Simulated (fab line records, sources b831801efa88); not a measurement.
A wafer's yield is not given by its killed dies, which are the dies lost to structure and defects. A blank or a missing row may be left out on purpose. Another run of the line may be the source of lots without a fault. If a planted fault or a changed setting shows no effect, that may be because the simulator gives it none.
Code-filled problem report in 8D (eight disciplines) form + flow gf180mcu + the parts of the form that need people (team, actions taken, sign-off) are left out

== 1. THE PROBLEM ==
cd_nm at GF_STI_CD_MEAS_12 reads a mean of 213.7 nm on 6 wafers of 2 lots; wafers without a fault read 219.9 nm with a standard deviation of 1.4. Measured from the usual mean, that is -4.5 standard deviations.
The step: target cd 220 nm.
First observed at day 4 10:44: wafer L493.2, on cd_sem-02. The record holds 39 wafers of 13 lots with a number at this step. The rule behind "out" and "out of limits": a value lying over 4 standard deviations away from the usual mean. Any other wafer with a number is counted as sound.

== 2. WHAT IT IS, WHAT IT ISN'T ==
| question                    | is                     | is not                                                                                       |
|-----------------------------|------------------------|----------------------------------------------------------------------------------------------|
| which readings at this step | cd_nm                  | -                                                                                            |
| which lots                  | L493, L497             | L482, L485, L486, L487, L488, L490, L495, L496, L500, L503, L505                             |
| which wafers of those lots  | all that have a number | -                                                                                            |
| read on which gauges        | cd_sem-01, cd_sem-02   | -                                                                                            |
| when                        | from day 4 10:44       | up to then (18 sound wafers); but 15 sound wafers of L495, L496, L500, L503, L505 came after |

== 3. THE SUSPECTS, EACH WITH WHAT RULES IT OUT ==
Counting: a tool stays on the suspect list if, at a process step up to the reading, it processed all lots that are out and no sound lot following the first of them.
- the gauge at GF_STI_CD_MEAS_12: ruled out. The wafers that are out were read on 2 gauges (cd_sem-01, cd_sem-02).
- litho_track-01 at GF_STI_PEB_10 (peb time 90 s): kept. Every lot that is out went through it, starting with L493 (day 4 10:25), and after that it ran no sound lot; the last sound lot it ran before then is L490 (day 3 18:16). Its own heater_power_total_W, plate_temp_C readings are out on those wafers.
Left after counting: litho_track-01 at GF_STI_PEB_10.

== 4. THE CAUSE (what the simulator had put in) ==
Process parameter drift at GF_STI_PEB_10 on litho_track-01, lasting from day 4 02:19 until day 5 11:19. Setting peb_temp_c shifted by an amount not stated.
Only this tool survived the counting.

== 5. THE CHAIN OF EFFECTS, in route order ==
Rows list readings where the struck wafers' mean (over those with a number) sits beyond 3 standard deviations from the usual. Only readings whose record carries a usual standard deviation are examined. hours: median over the lots of the time between each lot's start at the first step of this table that gives one and its start at this step. sigmas: the change, counted in usual standard deviations.
| hours | step              | reading              | usual    | on struck wafers | change | sigmas |
|-------|-------------------|----------------------|----------|------------------|--------|--------|
| 0     | GF_STI_PEB_10     | heater_power_total_W | 85.69 W  | 87.98            | +2.29  | +29    |
| 0     | GF_STI_PEB_10     | plate_temp_C         | 134.97 C | 137.74           | +2.77  | +18    |
| 0     | GF_STI_CD_MEAS_12 | cd_nm                | 219.9 nm | 213.7            | -6.2   | -4.5   |
Process steps it contains:
- GF_STI_PEB_10: peb time 90 s.

== 6. WHAT WOULD HAVE CAUGHT IT SOONER ==
In this record the first reading out of limits at a measuring or inspecting step was taken at day 4 10:44, 8 hours after the fault began at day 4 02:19.
At GF_STI_PEB_10, the tool's own readings (heater_power_total_W, plate_temp_C) were out on each struck wafer the step has a row for, so an alarm limit on them would have fired on the first such wafer.
Of the lots that are out (2), L497 began GF_STI_PEB_10 on litho_track-01 after day 4 10:44. A tool hold placed at that time would have kept it from harm.
